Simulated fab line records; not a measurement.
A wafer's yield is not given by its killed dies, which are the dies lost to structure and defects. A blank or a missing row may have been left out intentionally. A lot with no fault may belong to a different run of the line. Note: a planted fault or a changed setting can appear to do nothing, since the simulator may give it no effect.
Matching of chambers :: flow sky130 :: 4 sister chambers for SKY_CONTACT_CMP_27 on cmp-02
The step polishes, stops on SiO2, t overpolish 15 s, target thk 0 nm. 4 wafers are shown with their chamber, then 7 later ones without.

EACH WAFER AND ITS CHAMBER
wafer: L851.2
chamber: 2
motor-current-A (A): 10.1

wafer: L851.4
chamber: 0
motor-current-A (A): 11.6

wafer: L856.1
chamber: 3
motor-current-A (A): 9.9

wafer: L856.4
chamber: 1
motor-current-A (A): 10.0

WAFERS WITH NO CHAMBER GIVEN
wafer: L856.6
motor-current-A (A): 9.1

wafer: L859.1
motor-current-A (A): 9.1

wafer: L859.3
motor-current-A (A): 11.3

wafer: L859.6
motor-current-A (A): 9.4

wafer: L861.2
motor-current-A (A): 10.9

wafer: L861.3
motor-current-A (A): 9.1

wafer: L861.5
motor-current-A (A): 10.7

EACH ONE'S CHAMBER
wafer: L856.6
from the rows above: can't be placed: 3 or 1 or 2
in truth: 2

wafer: L859.1
from the rows above: can't be placed: 3 or 1 or 2
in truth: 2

wafer: L859.3
from the rows above: can't be placed: 0 or 2 or 1 or 3
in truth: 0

wafer: L859.6
from the rows above: can't be placed: 3 or 1 or 2
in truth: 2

wafer: L861.2
from the rows above: can't be placed: 0 or 2 or 1 or 3
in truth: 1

wafer: L861.3
from the rows above: can't be placed: 3 or 1 or 2
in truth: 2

wafer: L861.5
from the rows above: can't be placed: 2 or 1 or 3 or 0
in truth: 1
0 of 7 placed correctly. Unplaceable from these rows: 7, with the true chamber sitting among the candidates in 7. Wrongly placed: 0.
How it was worked out, from the rows above alone: a wafer's distance from a chamber is the root of the sum, over the readings, of the square of ((its reading less the chamber's mean) divided by the reading's scatter). If the next closest chamber is less than 2 further off than the closest, the wafer can't be placed; otherwise it belongs to the closest. A chamber's mean is the mean of its shown wafers. The scatter: with one shown wafer a chamber, the root of the mean of the squares of how far each hidden wafer lies from its nearest shown one.
